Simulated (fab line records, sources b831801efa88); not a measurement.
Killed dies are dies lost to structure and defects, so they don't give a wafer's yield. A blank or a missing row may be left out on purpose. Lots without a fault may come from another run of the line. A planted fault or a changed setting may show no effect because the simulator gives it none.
Chamber matching | flow sky130 | SKY_CONTACT_ETCH_18 on rie_diel-01: 4 sister chambers
The step etches Si3N4 in CHF3/O2, stops on TiN, time 39 s, target depth 75 nm. 8 wafers are shown with their chamber, then 7 later ones without.

WAFERS WITH THEIR CHAMBER
wafer  | chamber | drypump_motor_current_A (A) | rf_fwd_power_W (W)
L463.3 | 1       | 4.6                         | 596.8
L463.5 | 0       | 6.5                         | 593.0
L471.6 | 0       | 6.5                         | 591.2
L472.4 | 3       | 5.3                         | 592.8
L472.5 | 2       | 5.3                         | 593.4
L472.6 | 3       | 5.3                         | 592.8
L473.2 | 2       | 5.3                         | 589.1
L473.4 | 1       | 4.7                         | 596.0

WAFERS WITHOUT THEIR CHAMBER
wafer  | drypump_motor_current_A (A) | rf_fwd_power_W (W)
L473.6 | 6.5                         | 591.3
L476.2 | 5.3                         | 590.3
L476.4 | 4.7                         | 596.7
L476.6 | 5.3                         | 594.3
L477.1 | 5.3                         | 590.1
L477.3 | 6.5                         | 592.5
L477.6 | 5.3                         | 592.6

WHICH CHAMBER EACH WENT THROUGH
wafer  | from the rows above     | in truth
L473.6 | 0                       | 0
L476.2 | can't be placed: 2 or 3 | 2
L476.4 | 1                       | 1
L476.6 | can't be placed: 3 or 2 | 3
L477.1 | can't be placed: 2 or 3 | 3
L477.3 | 0                       | 0
L477.6 | can't be placed: 3 or 2 | 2
Placed correctly: 3 of 7. Can't be placed from these rows: 4 (the true chamber is among the candidates in 4). Placed wrongly: 0.
How it was worked out, from the rows above alone: a wafer's distance from a chamber is the root of the sum, over the readings, of the square of ((its reading less the chamber's mean) divided by the reading's scatter). The wafer belongs to the nearest chamber; if the next one is less than 2 further off, it can't be placed. A chamber's mean is the mean of its shown wafers. The scatter: the root of (the sum of the squares of (reading less its chamber's mean) over the shown wafers, divided by (wafers less chambers)).
